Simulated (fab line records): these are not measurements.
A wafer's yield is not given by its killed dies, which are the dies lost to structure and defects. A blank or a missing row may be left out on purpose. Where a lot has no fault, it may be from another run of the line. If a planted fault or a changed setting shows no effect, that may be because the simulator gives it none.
Which tool was responsible? -- flow sfqLine -- 14 lots, 42 wafers sampled, at 5 steps of a route of 325

== WHAT EACH GAUGE READ, for each wafer ==
SFQ_M4_OVL_MEAS_926.
lot,measured,on,M4_OVL (nm)
L282,day 40 05:29,overlay-02,-8 -1 -1
L283,day 40 06:41,overlay-01,5 -1 6
L284,day 40 07:53,overlay-02,-2 -5 -1
L285,day 41 17:55,overlay-02,-3 -5 -4
L287,day 42 08:14,overlay-02,-11 -4 -7
L288,day 42 10:51,overlay-01,-5 -3 -1
L289,day 42 14:14,overlay-02,-3 -5 0
L291,day 42 20:14,overlay-02,2 7 4
L292,day 42 21:25,overlay-02,1 1 -1
L293,day 42 22:38,overlay-02,1 -7 -6
L294,day 51 03:25,overlay-01,4 5 18
L296,day 51 17:56,overlay-02,-10 -10 -3
L301,day 55 23:14,overlay-01,2 -1 3
L303,day 56 14:50,overlay-02,-5 -7 -4

== TOOL THAT RAN EACH LOT (tool first, then ch and the chambers of the sampled wafers, then the start) ==
lot,SFQ_TRILAYER_I2_DEP_PECVD_063,SFQ_TRILAYER_I3_CMP_CMP_082,SFQ_TRILAYER_I3_METRO_MEASURE_083,SFQ_TRILAYER_I3_VIA_ETCH_VIA_ETCH_088
L282,"pecvd-02 ch 0,1, day 22 21:01","cmp-01 ch 0,2, day 35 19:17","filmMetro-03, day 35 21:54","rieDiel-03 ch 0,1,2, day 36 01:26"
L283,"pecvd-03 ch 0,1,2, day 23 02:34","cmp-02 ch 1,2,3, day 36 02:37","filmMetro-03, day 36 05:14","rieDiel-04 ch 0,1,2, day 36 11:06"
L284,"pecvd-01 ch 0,1, day 23 11:43","cmp-02 ch 0,1, day 36 08:07","filmMetro-01, day 36 11:26","rieDiel-04 ch 0,2,3, day 36 19:26"
L285,"pecvd-03 ch 0,1, day 23 12:55","cmp-02 ch 0,1,2, day 36 14:37","filmMetro-03, day 36 17:38","rieDiel-03 ch 0,2,3, day 36 23:02"
L287,"pecvd-01 ch 0,1,2, day 24 02:32","cmp-01 ch 0,3, day 37 07:17","filmMetro-03, day 37 10:30","rieDiel-03 ch 0,1,3, day 42 04:47"
L288,"pecvd-02 ch 0,1,2, day 24 04:53","cmp-02 ch 1,2,3, day 37 11:07","filmMetro-03, day 37 14:38","rieDiel-02 ch 2,3, day 42 07:11"
L289,"pecvd-02 ch 1,2, day 25 02:07","cmp-01 ch 1,2,3, day 37 15:47","filmMetro-01, day 37 19:06","rieDiel-02 ch 1,3, day 42 10:47"
L291,"pecvd-03 ch 0,1,2, day 25 22:55","cmp-02 ch 2,3, day 37 20:07","filmMetro-01, day 37 23:50","rieDiel-03 ch 1,2, day 42 15:30"
L292,"pecvd-01 ch 0,1,2, day 26 04:53","cmp-02 ch 0,1,3, day 38 00:07","filmMetro-04, day 38 02:14","rieDiel-02 ch 0,1,3, day 42 16:42"
L293,"pecvd-01 ch 0,1, day 33 23:44","cmp-01 ch 0,1, day 38 03:47","filmMetro-04, day 38 07:06","rieDiel-03 ch 0,3, day 42 17:54"
L294,"pecvd-02 ch 0,1, day 34 14:08","cmp-01 ch 0,2,3, day 45 05:44","filmMetro-03, day 45 08:21","rieDiel-03 ch 1,2,3, day 50 23:58"
L296,"pecvd-01 ch 1,2, day 35 04:55","cmp-02 ch 1,2,3, day 46 00:10","filmMetro-03, day 46 02:59","rieDiel-03 ch 0,1,2, day 51 14:29"
L301,"pecvd-01 ch 1,2, day 38 05:16","cmp-01 ch 1,2, day 49 22:14","filmMetro-03, day 50 01:02","rieDiel-03 ch 0,3, day 55 15:27"
L303,"pecvd-03 ch 1,2, day 38 07:40","cmp-01 ch 0,1, day 50 07:09","filmMetro-04, day 50 10:16","rieDiel-02 ch 0,1,2, day 56 03:27"
- SFQ_TRILAYER_I2_DEP_PECVD_063: deposits SiO2 from SiH4/N2O, time 111.11 s, target thk 500 nm.
- SFQ_TRILAYER_I3_CMP_CMP_082: polishes SiO2.
- SFQ_TRILAYER_I3_METRO_MEASURE_083
- SFQ_TRILAYER_I3_VIA_ETCH_VIA_ETCH_088: etches SiO2 in CHF3, stops on Nb, target depth 260 nm.

== WHAT THE TOOLS THEMSELVES READ (means of the sampled wafers that have a number; where no wafer has one, the mark that the record gives instead) ==
SFQ_TRILAYER_I2_DEP_PECVD_063.
lot,tool,heaterPowerW (W),throttleValvePct (%)
L282,pecvd-02,92,24.4
L283,pecvd-03,74,24.7
L284,pecvd-01,68,25.6
L285,pecvd-03,85,24.4
L287,pecvd-01,81,25.8
L288,pecvd-02,87,24.4
L289,pecvd-02,83,22.5
L291,pecvd-03,78,24.8
L292,pecvd-01,76,25.9
L293,pecvd-01,67,26.7
L294,pecvd-02,99,23.8
L296,pecvd-01,85,26.6
L301,pecvd-01,90,26.6
L303,pecvd-03,66,25.9

SFQ_TRILAYER_I3_CMP_CMP_082.
lot,tool,motorCurrentA (A),timeToEndpointS (s)
L282,cmp-01,10.4,210
L283,cmp-02,9.9,204
L284,cmp-02,10.2,213
L285,cmp-02,10.1,221
L287,cmp-01,11.6,220
L288,cmp-02,9.9,215
L289,cmp-01,11.2,218
L291,cmp-02,9.7,219
L292,cmp-02,9.8,208
L293,cmp-01,11.7,216
L294,cmp-01,10.9,216
L296,cmp-02,9.8,226
L301,cmp-01,10.2,284
L303,cmp-01,11.7,277

SFQ_TRILAYER_I3_METRO_MEASURE_083.
lot,tool,thkNm (nm)
L282,filmMetro-03,199.9
L283,filmMetro-03,198.1
L284,filmMetro-01,200.0
L285,filmMetro-03,200.5
L287,filmMetro-03,201.2
L288,filmMetro-03,198.8
L289,filmMetro-01,201.1
L291,filmMetro-01,199.6
L292,filmMetro-04,200.5
L293,filmMetro-04,201.3
L294,filmMetro-03,200.7
L296,filmMetro-03,199.6
L301,filmMetro-03,307.5
L303,filmMetro-04,304.1

SFQ_TRILAYER_I3_VIA_ETCH_VIA_ETCH_088.
lot,tool,drypumpMotorCurrentA (A),oesProductAu (a.u.)
L282,rieDiel-03,6.0,0.852
L283,rieDiel-04,5.8,0.848
L284,rieDiel-04,5.8,0.851
L285,rieDiel-03,5.6,0.857
L287,rieDiel-03,5.6,0.856
L288,rieDiel-02,5.7,0.852
L289,rieDiel-02,5.1,0.862
L291,rieDiel-03,6.5,0.850
L292,rieDiel-02,5.7,0.860
L293,rieDiel-03,5.1,0.859
L294,rieDiel-03,6.1,0.857
L296,rieDiel-03,6.0,0.857
L301,rieDiel-03,5.2,0.991
L303,rieDiel-02,5.6,1.002

== THE ANSWER, worked out from the rows above alone ==
Rule: usual is defined by the lots themselves. Put in order of their means at a reading, lots are off if they are a third of the lots or fewer, leave a main group of 4 or more, and stand apart from it by a gap of 3 or more times the standard deviation of the main group's means; of several such gaps the widest counts. A main group is skipped when, at the precision printed for the reading in the tables above, its means are all equal. A lot without any number at a reading at which 4 lots or more have one is off too. All remaining lots with rows at the step are treated as sound. Order of review: gauges by route order, followed by the tools' own readings, for which a lot's mean as printed above is used. At the first step where some lot is off, the reading lying furthest off is the one used; lots without a number count as furthest.
Off, at SFQ_TRILAYER_I3_CMP_CMP_082 on timeToEndpointS: L301, L303. Main group: mean 216 s, sd 5.8.
If a tool, at that step or one of the process steps before it, ran each lot that is off and ran no sound lot following the first of them, it fits. One candidate fits, namely cmp-01 at SFQ_TRILAYER_I3_CMP_CMP_082. A fault onset in the window from L294 (day 45 05:44, its last sound lot) to L301 (day 49 22:14, its first lot off) fits.
On the lots that are off, the tool's own readings at SFQ_TRILAYER_I3_CMP_CMP_082 differ by more than 5 times the standard deviation of the sound lots' means, which bears it out; timeToEndpointS reads 280 s there versus 216 s on the sound lots.

== WHAT THE SIMULATOR HAD PUT IN ==
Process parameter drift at SFQ_TRILAYER_I3_CMP_CMP_082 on cmp-01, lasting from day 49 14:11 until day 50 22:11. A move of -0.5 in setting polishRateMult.
Lots struck among those shown: L301, L303. This agrees with what the rule above found.
